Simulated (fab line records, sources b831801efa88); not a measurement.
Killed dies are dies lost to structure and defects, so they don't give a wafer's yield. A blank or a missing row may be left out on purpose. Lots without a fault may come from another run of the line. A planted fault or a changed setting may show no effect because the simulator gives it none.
fab line records | flow sky130
record lots=11 wafers=33 last_day=49
route steps=708 shown METAL3@534 PAD_OPEN@708
lots that met no fault: from a run of the same line without faults
start_h: hours from the record's first day to the start of the lot's first wafer shown | wait_h: hours since the lot's step before | " the same as in the row above | L1.1+2: a row that stands for several wafers | - no value, or no start given | * or withheld: withheld | < > ~ a bound
route shown NAME@n: a module of which the file shows steps, and the number in the route of the first | usual: mean/standard deviation of fault-free wafers | same: alike in all rows | chamber/n: place in a boat | sites: the reading at each site | _std_site: their standard deviation | _edge_site: outer sites' mean less inner sites' | radius_mm: how far each site lies from the wafer's centre | mask NAME#n: copy n | behind: the tool/chamber that last shaped the wafer | hold: why the lot was held/for how many hours/how that ended | device: the transistor (n, p or np) that didn't switch | end of line: the same wafers' tests at the end of the route | a step without rows: its recipe alone | killed: dies lost to structure and defects at the first sort, not the wafer's yield | map: a wafer's dies, x killed, . not, _ none there
set.NAME: the setting as run; set.NAME@STEP: as run at that earlier step | model.NAME: the simulator's own value behind a step, which no gauge read
steps of the route over a sample of lots; a table a step, a row a wafer
services: from which hour (start_h, from the record's first day; less than 0 if before it) a tool's chamber was out of use, for how many hours, and why
## steps
# step SKY_METAL3_SPUTTER_02
# recipe material=AlCu target_thk_nm=735 power_w=10600 time_s=39.1 chamber_pressure_pa=0.4
# usual throttle_valve_pct=30.1/1.5
# columns lot.wafer tool chamber start_h wait_h throttle_valve_pct
L553.1 pvd_sputter-01 - 850.35 0.0 29.4
L553.3 " - " " 27.6
L553.4 " - " " 28.8
L554.2 pvd_sputter-01 - 851.91 0.0 28.7
L554.3 " - " " 27.5
L554.6 " - " " 28.6
L555.3 pvd_sputter-01 - 870.89 0.0 29.5
L555.4 " - " " 31.9
L555.6 " - " " 29.4
L556.1 pvd_sputter-02 - 873.60 0.0 30.2
L556.4 " - " " 30.5
L556.5 " - " " 30.3
L557.1 pvd_sputter-01 - 894.62 0.0 29.5
L557.2 " - " " 32.2
L557.4 " - " " 27.4
L558.1 pvd_sputter-03 - 896.46 0.0 31.7
L558.4 " - " " 28.1
L558.5 " - " " 28.2
L561.2 pvd_sputter-03 - 928.21 0.0 31.8
L561.4 " - " " 28.2
L561.5 " - " " 30.7
L563.1 pvd_sputter-02 - 933.85 0.0 30.2
L563.2 " - " " 30.7
L563.6 " - " " 30.7
L564.1 pvd_sputter-01 - 940.15 0.0 32.0
L564.2 " - " " 29.1
L564.6 " - " " 32.3
L565.1 pvd_sputter-01 - 942.70 0.0 27.6
L565.2 " - " " 28.6
L565.6 " - " " 28.8
L573.2 pvd_sputter-01 - 993.27 0.0 27.6
L573.3 " - " " 28.9
L573.6 " - " " 29.3
# step SKY_METAL3_SPUTTER_03
# recipe material=Ti target_thk_nm=5 power_w=3000 time_s=3.3 chamber_pressure_pa=0.4
# usual throttle_valve_pct=30.1/1.5
# columns lot.wafer tool chamber start_h wait_h throttle_valve_pct
L553.1 pvd_sputter-01 - 850.39 0.0 29.7
L553.3 " - " " 27.5
L553.4 " - " " 28.6
L554.2 pvd_sputter-01 - 851.95 0.0 28.9
L554.3 " - " " 27.6
L554.6 " - " " 28.8
L555.3 pvd_sputter-01 - 870.92 0.0 29.2
L555.4 " - " " 32.2
L555.6 " - " " 29.3
L556.1 pvd_sputter-02 - 873.64 0.0 29.9
L556.4 " - " " 30.6
L556.5 " - " " 30.9
L557.1 pvd_sputter-01 - 894.66 0.0 29.3
L557.2 " - " " 32.6
L557.4 " - " " 27.5
L558.1 pvd_sputter-03 - 896.50 0.0 31.8
L558.4 " - " " 27.9
L558.5 " - " " 28.3
L561.2 pvd_sputter-03 - 928.25 0.0 31.9
L561.4 " - " " 27.9
L561.5 " - " " 30.8
L563.1 pvd_sputter-02 - 933.89 0.0 29.9
L563.2 " - " " 30.5
L563.6 " - " " 30.4
L564.1 pvd_sputter-01 - 940.19 0.0 32.1
L564.2 " - " " 29.3
L564.6 " - " " 32.2
L565.1 pvd_sputter-01 - 942.74 0.0 27.6
L565.2 " - " " 28.6
L565.6 " - " " 28.8
L573.2 pvd_sputter-01 - 993.31 0.0 27.4
L573.3 " - " " 28.7
L573.6 " - " " 29.3
# step SKY_METAL3_SPUTTER_04
# recipe material=TiN target_thk_nm=70 power_w=6500 time_s=58.3 chamber_pressure_pa=0.4
# usual throttle_valve_pct=30.1/1.4
# columns lot.wafer tool chamber start_h wait_h throttle_valve_pct
L553.1 pvd_sputter-01 - 850.41 0.0 29.3
L553.3 " - " " 27.6
L553.4 " - " " 28.7
L554.2 pvd_sputter-01 - 851.96 0.0 28.5
L554.3 " - " " 27.5
L554.6 " - " " 28.6
L555.3 pvd_sputter-01 - 870.94 0.0 29.5
L555.4 " - " " 32.4
L555.6 " - " " 29.3
L556.1 pvd_sputter-02 - 873.66 0.0 30.1
L556.4 " - " " 30.4
L556.5 " - " " 30.6
L557.1 pvd_sputter-01 - 894.68 0.0 29.3
L557.2 " - " " 32.3
L557.4 " - " " 27.7
L558.1 pvd_sputter-03 - 896.51 0.0 31.6
L558.4 " - " " 27.9
L558.5 " - " " 28.1
L561.2 pvd_sputter-03 - 928.27 0.0 31.8
L561.4 " - " " 28.1
L561.5 " - " " 30.2
L563.1 pvd_sputter-02 - 933.91 0.0 30.3
L563.2 " - " " 30.6
L563.6 " - " " 30.6
L564.1 pvd_sputter-01 - 940.21 0.0 32.3
L564.2 " - " " 29.7
L564.6 " - " " 32.1
L565.1 pvd_sputter-01 - 942.76 0.0 27.5
L565.2 " - " " 28.6
L565.6 " - " " 28.6
L573.2 pvd_sputter-01 - 993.33 0.0 27.8
L573.3 " - " " 28.4
L573.6 " - " " 29.1
# step SKY_METAL3_DESCUM_15
# recipe chemistry=O2 source_power_w=150 bias_power_w=0 pressure_mtorr=10 temp_c=40 time_s=8
# usual drypump_motor_current_A=5.7/0.58 oes_product_au=1.003/0.019
# columns lot.wafer tool chamber start_h wait_h drypump_motor_current_A oes_product_au rf_hours_counter_h
L553.1 rie_metal-02 0 902.65 0.0 6.6 1.008 3
L553.3 " 0 " " 6.5 1.023 -
L553.4 " 1 " " 5.3 0.992 -
L554.2 rie_metal-02 1 904.59 0.0 5.3 0.983 12
L554.3 " 0 " " 6.5 1.015 -
L554.6 " 0 " " 6.5 1.025 -
L555.3 rie_metal-03 1 922.92 0.0 6.0 0.985 -
L555.4 " 0 " " 5.6 1.040 -
L555.6 " 0 " " 5.6 1.036 -
L556.1 rie_metal-03 1 924.59 0.0 6.0 0.996 9
L556.4 " 1 " " 6.0 0.983 -
L556.5 " 0 " " 5.6 1.035 -
L557.1 rie_metal-02 0 944.79 0.0 6.5 1.010 5
L557.2 " 1 " " 5.3 0.990 14
L557.4 " 0 " " 6.6 1.015 -
L558.1 rie_metal-03 0 946.04 0.0 5.6 1.041 8
L558.4 " 0 " " 5.6 1.037 -
L558.5 " 0 " " 5.6 1.037 -
L561.2 rie_metal-02 1 977.79 0.0 5.3 0.983 16
L561.4 " 0 " " 6.6 1.009 -
L561.5 " 1 " " 5.3 0.985 -
L563.1 rie_metal-04 0 982.94 0.0 4.7 1.012 17
L563.2 " 1 " " 5.9 1.011 5
L563.6 " 1 " " 5.9 1.010 -
L564.1 rie_metal-02 1 988.34 0.0 5.3 0.978 16
L564.2 " 0 " " 6.6 0.999 7
L564.6 " 1 " " 5.3 0.973 -
L565.1 rie_metal-04 1 991.04 0.0 5.9 1.013 5
L565.2 " 0 " " 4.7 0.999 18
L565.6 " 1 " " 5.8 0.999 -
L573.2 rie_metal-03 1 1039.54 0.0 6.0 0.988 15
L573.3 " 0 " " 5.6 1.040 -
L573.6 " 1 " " 5.9 0.986 -
# step SKY_METAL3_METAL_ETCH_18
# recipe target_depth_a=8450 stop_on=SiO2 over_etch_frac=0.3 time_s=183.1 chemistry=Cl2/BCl3 resist_sidewall_deg=88 pressure_mtorr=10 icp_w=900 bias_w=48.5 Cl2_flow_sccm=60 bcl3_flow_sccm=30
# usual drypump_motor_current_A=5.7/0.59 oes_product_au=0.865/0.0072 throttle_valve_pct=22.265/0.009
# columns lot.wafer tool chamber start_h wait_h drypump_motor_current_A oes_product_au rf_hours_counter_h throttle_valve_pct
L553.1 rie_metal-04 1 902.80 0.0 5.9 0.874 1 22.259
L553.3 " 1 " " 5.9 0.866 - 22.284
L553.4 " 0 " " 4.6 0.874 - 22.270
L554.2 rie_metal-04 1 904.74 0.0 5.9 0.861 2 22.263
L554.3 " 0 " " 4.7 0.862 - 22.269
L554.6 " 1 " " 5.9 0.859 - 22.267
L555.3 rie_metal-02 1 923.12 0.1 5.3 0.872 - 22.269
L555.4 " 0 " " 6.6 0.885 - 22.269
L555.6 " 1 " " 5.3 0.876 - 22.260
L556.1 rie_metal-02 0 924.74 0.0 6.6 0.862 4 22.275
L556.4 " 0 " " 6.6 0.864 - 22.287
L556.5 " 0 " " 6.6 0.875 - 22.268
L557.1 rie_metal-04 0 944.94 0.0 4.7 0.864 15 22.264
L557.2 " 1 " " 5.9 0.872 3 22.272
L557.4 " 1 " " 5.9 0.865 - 22.255
L558.1 rie_metal-02 0 946.19 0.0 6.5 0.867 5 22.260
L558.4 " 1 " " 5.3 0.859 - 22.255
L558.5 " 0 " " 6.5 0.861 - 22.242
L561.2 rie_metal-03 0 977.94 0.0 5.6 0.865 10 22.269
L561.4 " 1 " " 6.0 0.860 - 22.269
L561.5 " 0 " " 5.6 0.853 - 22.265
L563.1 rie_metal-03 1 983.09 0.0 6.0 0.864 12 22.265
L563.2 " 0 " " 5.6 0.852 11 22.274
L563.6 " 0 " " 5.6 0.872 - 22.264
L564.1 rie_metal-03 1 988.49 0.0 6.0 0.864 13 22.259
L564.2 " 0 " " 5.6 0.863 11 22.271
L564.6 " 0 " " 5.6 0.867 - 22.261
L565.1 rie_metal-02 0 991.19 0.0 6.6 0.874 8 22.263
L565.2 " 1 " " 5.3 0.870 17 22.247
L565.6 " 0 " " 6.5 0.879 - 22.263
L573.2 rie_metal-02 1 1039.69 0.0 5.3 0.842 19 22.262
L573.3 " 1 " " 5.3 0.867 - 22.272
L573.6 " 1 " " 5.3 0.867 - 22.261
# step SKY_PAD_OPEN_PROBE_99
# usual defect_limited_yield=82.5/1.8 killed_at_M0_to_M3=44/6.6 killed_at_M4_up=2.9/1.8 killed_at_contacts=24/4.8 killed_at_front_end=15/4.5 killed_at_other=0.3/0.64 killed_dies=86/8.7 killed_open=47/6.5 killed_short=39/5.8 sort_bin_3_pad_short=0.9/0.4 sort_bin_5_function=10.3/1.4 sort_bin_6_memory=6.2/1.1 sort_n_pass=406/8.7 sort_yield_pct=82.5/1.8
# same gross_dies=492 killed_at_back_side=0 sort_bin_4_leakage[%]=0 sort_bin_8_speed[%]=0
# columns lot.wafer tool chamber start_h wait_h defect_limited_yield[%] killed_at_M0_to_M3 killed_at_M4_up killed_at_contacts killed_at_front_end killed_at_other killed_dies killed_open killed_short sort_bin_3_pad_short[%] sort_bin_5_function[%] sort_bin_6_memory[%] sort_n_pass sort_yield_pct[%]
L553.1 prober-02 - 1076.35 0.1 82.7 37 3 25 18 2 85 56 27 0.2 10.8 6.3 407 82.7
L553.3 prober-02 - 1076.45 0.2 81.5 44 6 26 14 1 91 50 41 1.0 12.4 5.1 401 81.5
L553.4 prober-02 - 1076.50 0.2 82.3 38 5 21 23 0 87 41 46 0.8 11.8 5.1 405 82.3
L555.3 prober-02 - 1091.76 0.2 82.1 45 3 30 10 0 88 48 40 0.8 10.6 6.5 404 82.1
L555.4 prober-02 - 1091.81 0.2 86.0 35 1 20 13 0 69 38 31 0.8 9.1 4.1 423 86.0
L555.6 prober-02 - 1091.91 0.2 81.5 47 3 26 15 0 91 52 39 1.6 10.6 6.3 401 81.5
L557.1 prober-02 - 1108.91 0.1 86.2 34 5 18 11 0 68 40 28 0 7.3 6.5 424 86.2
L557.2 prober-02 - 1108.96 0.1 84.1 34 1 25 18 0 78 45 33 1.2 7.7 6.9 414 84.1
L557.4 prober-02 - 1109.06 0.2 82.9 42 1 24 17 0 84 55 29 0.8 10.6 5.7 408 82.9
L558.1 prober-01 - 1110.50 0.1 79.9 54 3 29 12 1 99 49 48 0.8 13.6 5.7 393 79.9
L558.4 prober-01 - 1110.65 0.2 80.9 47 2 19 24 2 94 43 49 1.0 11.8 6.3 398 80.9
L558.5 prober-01 - 1110.70 0.2 83.7 42 6 21 11 0 80 47 32 0.8 10.0 5.5 412 83.7
L561.2 prober-01 - 1139.27 0.1 82.5 41 3 26 16 0 86 47 39 0.6 10.6 6.3 406 82.5
L561.4 prober-01 - 1139.37 0.2 82.7 39 1 20 25 0 85 43 42 0.8 11.2 5.3 407 82.7
L561.5 prober-01 - 1139.42 0.2 86.0 38 3 20 8 0 69 41 28 0.6 8.5 4.9 423 86.0
L563.1 prober-02 - 1143.06 0.1 80.1 52 3 23 19 1 98 59 38 1.2 11.6 7.1 394 80.1
L563.2 prober-02 - 1143.11 0.1 79.5 55 2 24 20 0 101 54 45 0.8 10.8 8.9 391 79.5
L563.6 prober-02 - 1143.31 0.2 83.9 41 4 18 16 0 79 40 39 0.8 11.0 4.3 413 83.9
L564.1 prober-01 - 1145.64 0.1 81.7 52 3 22 13 0 90 47 43 1.2 10.0 7.1 402 81.7
L564.2 prober-01 - 1145.69 0.1 83.9 43 6 21 9 0 79 40 38 1.4 7.5 7.1 413 83.9
L564.6 prober-01 - 1145.89 0.2 81.3 47 2 28 14 1 92 45 47 0.4 10.6 7.7 400 81.3
L565.1 prober-02 - 1149.08 0.1 80.5 49 2 32 13 0 96 50 46 1.4 12.2 5.9 396 80.5
L565.2 prober-02 - 1149.13 0.1 83.5 37 2 27 15 0 81 49 31 0.6 10.0 5.9 411 83.5
L565.6 prober-02 - 1149.33 0.2 86.6 28 8 23 7 0 66 36 30 0.8 7.5 5.1 426 86.6
# killed by level:class
L553.1 VIA1:geometric_particle:open=13 CONTACT:geometric_particle:open=11 VIA2:geometric_particle:open=9 LI_CONTACT:geometric_particle:open=7 FIELD_ISO:geometric_particle:open=5 POLY_GATE:geometric_particle:short=4 POLY_GATE:geometric_particle:open=4 METAL2:geometric_particle:short=4
L553.3 VIA1:geometric_particle:open=11 VIA2:geometric_particle:open=9 LI_CONTACT:geometric_particle:open=8 CONTACT:geometric_particle:short=8 LI_CONTACT:geometric_particle:short=5 VIA3:geometric_particle:open=5 FIELD_ISO:geometric_particle:short=4 CONTACT:geometric_particle:open=4
L553.4 VIA1:geometric_particle:open=10 CONTACT:geometric_particle:open=8 FIELD_ISO:geometric_particle:short=7 POLY_GATE:geometric_particle:short=6 METAL2:geometric_particle:short=6 VIA2:geometric_particle:open=6 CONTACT:geometric_particle:short=5 METAL1:geometric_particle:short=5
L555.3 VIA1:geometric_particle:open=12 LI_CONTACT:geometric_particle:open=8 VIA3:geometric_particle:open=7 CONTACT:geometric_particle:open=6 VIA1:geometric_particle:short=6 LI_CONTACT:geometric_particle:short=5 LOCAL_INTERCONNECT:geometric_particle:short=5 VIA2:geometric_particle:open=5
L555.4 VIA1:geometric_particle:open=9 LI_CONTACT:geometric_particle:open=6 VIA3:geometric_particle:open=6 CONTACT:geometric_particle:open=6 METAL2:geometric_particle:short=6 FIELD_ISO:geometric_particle:open=5 FIELD_ISO:geometric_particle:short=5 METAL1:geometric_particle:short=4
L555.6 CONTACT:geometric_particle:open=12 VIA1:geometric_particle:open=10 VIA2:geometric_particle:open=9 METAL2:geometric_particle:short=6 VIA3:geometric_particle:open=6 VIA2:geometric_particle:short=6 POLY_GATE:geometric_particle:short=5 LI_CONTACT:geometric_particle:open=5
L557.1 VIA2:geometric_particle:open=7 CONTACT:geometric_particle:open=6 VIA3:geometric_particle:open=6 FIELD_ISO:geometric_particle:open=4 LI_CONTACT:geometric_particle:open=4 LOCAL_INTERCONNECT:geometric_particle:short=4 VIA2:geometric_particle:short=4 METAL4:geometric_particle:short=4
L557.2 CONTACT:geometric_particle:open=11 VIA1:geometric_particle:open=9 LI_CONTACT:geometric_particle:open=6 POLY_GATE:geometric_particle:short=6 METAL2:geometric_particle:short=6 VIA2:geometric_particle:open=5 LOCAL_INTERCONNECT:geometric_particle:short=4 FIELD_ISO:geometric_particle:open=3
L557.4 VIA1:geometric_particle:open=13 CONTACT:geometric_particle:open=11 FIELD_ISO:geometric_particle:open=6 METAL1:geometric_particle:short=5 POLY_GATE:geometric_particle:short=4 LI_CONTACT:geometric_particle:open=4 VIA2:geometric_particle:open=4 CONTACT:geometric_particle:short=4
L558.1 CONTACT:geometric_particle:open=13 METAL1:geometric_particle:short=9 METAL2:geometric_particle:short=9 VIA2:geometric_particle:open=7 LI_CONTACT:geometric_particle:open=6 VIA3:geometric_particle:open=5 VIA1:geometric_particle:open=5 VIA2:geometric_particle:short=5
L558.4 METAL2:geometric_particle:short=9 VIA2:geometric_particle:open=9 METAL1:geometric_particle:short=7 VIA1:geometric_particle:short=6 LI_CONTACT:geometric_particle:open=6 VIA3:geometric_particle:open=6 SPACER:geometric_particle:short=5 CONTACT:geometric_particle:open=5
L558.5 VIA1:geometric_particle:open=12 CONTACT:geometric_particle:open=11 LI_CONTACT:geometric_particle:open=7 VIA3:geometric_particle:open=6 METAL2:geometric_particle:short=6 METAL1:geometric_particle:short=5 VIA1:geometric_particle:short=5 POLY_GATE:geometric_particle:short=4
L561.2 CONTACT:geometric_particle:open=11 VIA1:geometric_particle:open=11 METAL2:geometric_particle:short=8 VIA3:geometric_particle:open=7 POLY_GATE:geometric_particle:short=6 VIA2:geometric_particle:open=5 LOCAL_INTERCONNECT:geometric_particle:open=4 LOCAL_INTERCONNECT:geometric_particle:short=4
L561.4 POLY_GATE:geometric_particle:open=8 VIA1:geometric_particle:open=7 FIELD_ISO:geometric_particle:open=6 METAL2:geometric_particle:short=6 VIA1:geometric_particle:short=6 VIA3:geometric_particle:open=6 FIELD_ISO:geometric_particle:short=5 CONTACT:geometric_particle:short=5
L561.5 CONTACT:geometric_particle:open=9 VIA1:geometric_particle:open=8 VIA3:geometric_particle:open=8 VIA2:geometric_particle:short=5 VIA2:geometric_particle:open=4 FIELD_ISO:geometric_particle:open=4 LOCAL_INTERCONNECT:geometric_particle:short=4 VIA1:geometric_particle:short=4
L563.1 VIA1:geometric_particle:open=14 VIA2:geometric_particle:open=11 CONTACT:geometric_particle:open=10 METAL2:geometric_particle:short=9 LI_CONTACT:geometric_particle:open=8 VIA3:geometric_particle:short=6 FIELD_ISO:geometric_particle:open=5 POLY_GATE:geometric_particle:open=4
L563.2 VIA1:geometric_particle:open=17 CONTACT:geometric_particle:open=8 VIA1:geometric_particle:short=8 VIA3:geometric_particle:open=6 FIELD_ISO:geometric_particle:open=5 LI_CONTACT:geometric_particle:open=5 CONTACT:geometric_particle:short=5 METAL1:geometric_particle:short=5
L563.6 VIA1:geometric_particle:open=14 FIELD_ISO:geometric_particle:short=8 METAL2:geometric_particle:short=6 LOCAL_INTERCONNECT:geometric_particle:short=5 CONTACT:geometric_particle:open=5 METAL1:geometric_particle:short=4 CONTACT:geometric_particle:short=4 METAL2:geometric_particle:open=4
L564.1 VIA1:geometric_particle:open=10 VIA3:geometric_particle:open=10 VIA2:geometric_particle:open=9 CONTACT:geometric_particle:open=7 METAL2:geometric_particle:short=7 FIELD_ISO:geometric_particle:short=6 CONTACT:geometric_particle:short=6 METAL1:geometric_particle:short=5
L564.2 VIA1:geometric_particle:open=9 CONTACT:geometric_particle:open=8 METAL1:geometric_particle:short=7 VIA1:geometric_particle:short=5 VIA3:geometric_particle:open=5 LI_CONTACT:geometric_particle:short=4 LOCAL_INTERCONNECT:geometric_particle:short=4 VIA2:geometric_particle:open=4
L564.6 VIA1:geometric_particle:open=12 CONTACT:geometric_particle:open=8 METAL1:geometric_particle:short=8 METAL2:geometric_particle:short=7 CONTACT:geometric_particle:short=7 LOCAL_INTERCONNECT:geometric_particle:short=7 LI_CONTACT:geometric_particle:open=5 VIA2:geometric_particle:open=5
L565.1 VIA1:geometric_particle:open=14 LI_CONTACT:geometric_particle:open=11 CONTACT:geometric_particle:open=8 METAL2:geometric_particle:short=8 CONTACT:geometric_particle:short=7 VIA1:geometric_particle:short=6 VIA3:geometric_particle:open=6 FIELD_ISO:geometric_particle:short=4
L565.2 VIA1:geometric_particle:open=15 CONTACT:geometric_particle:open=9 FIELD_ISO:geometric_particle:short=6 LI_CONTACT:geometric_particle:open=6 CONTACT:geometric_particle:short=5 VIA1:geometric_particle:short=5 VIA2:geometric_particle:open=4 FIELD_ISO:geometric_particle:open=3
L565.6 VIA1:geometric_particle:open=8 CONTACT:geometric_particle:open=8 METAL4:geometric_particle:short=6 LI_CONTACT:geometric_particle:open=5 CONTACT:geometric_particle:short=4 METAL3:geometric_particle:short=4 POLY_CUT:geometric_particle:open=3 LI_CONTACT:geometric_particle:short=3
## services
# columns tool chamber start_h hours kind
rie_metal-04 - 828.47 1.1 repair
rie_metal-04 0 833.46 16.5 repair
rie_metal-03 - 833.72 0.3 repair
pvd_sputter-02 3 841.82 - consumable_replace:kit
pvd_sputter-02 3 841.82 18.0 scheduled_down
pvd_sputter-02 3 841.82 18.0 vent_cycle
rie_metal-03 1 856.02 15.8 repair
pvd_sputter-02 - 862.84 1.4 repair
pvd_sputter-03 - 885.09 1.0 repair
pvd_sputter-02 - 889.98 21.4 repair
pvd_sputter-01 - 910.54 0.6 repair
pvd_sputter-03 - 917.18 5.9 repair
pvd_sputter-02 - 919.67 4.8 repair
pvd_sputter-03 0 925.27 - consumable_replace:kit
pvd_sputter-03 0 925.27 18.0 scheduled_down
pvd_sputter-03 0 925.27 18.0 vent_cycle
pvd_sputter-03 - 950.78 5.2 repair
pvd_sputter-01 2 951.45 - consumable_replace:kit
pvd_sputter-01 2 951.45 18.0 scheduled_down
pvd_sputter-01 2 951.45 18.0 vent_cycle
pvd_sputter-02 - 995.68 8.0 repair
pvd_sputter-02 2 1008.16 - consumable_replace:kit
pvd_sputter-02 - 1021.72 33.6 repair
rie_metal-03 - 1026.89 2.8 pm
## key
first_sign step=SKY_METAL3_METAL_ETCH_18 reading=oes_product_au direction=down sigmas=3.2 usual=0.865 struck=0.842
effect none on later readings
met_at SKY_METAL3_SPUTTER_04
struck_lots L573
struck_wafers L573.2
not_acting_at SKY_METAL3_SPUTTER_02,SKY_METAL3_SPUTTER_03,SKY_METAL3_DESCUM_15
onset_between 942.76 993.33
fault kind=process_parameter_drift tool=pvd_sputter-01 chamber=- onset_h=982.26 steps=SKY_METAL3_SPUTTER_04 channel=target_thk_nm offset=-45.137 shape=step end_h=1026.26 acts_in=these_recipes_only stated=70 scope=struck_wafers_only
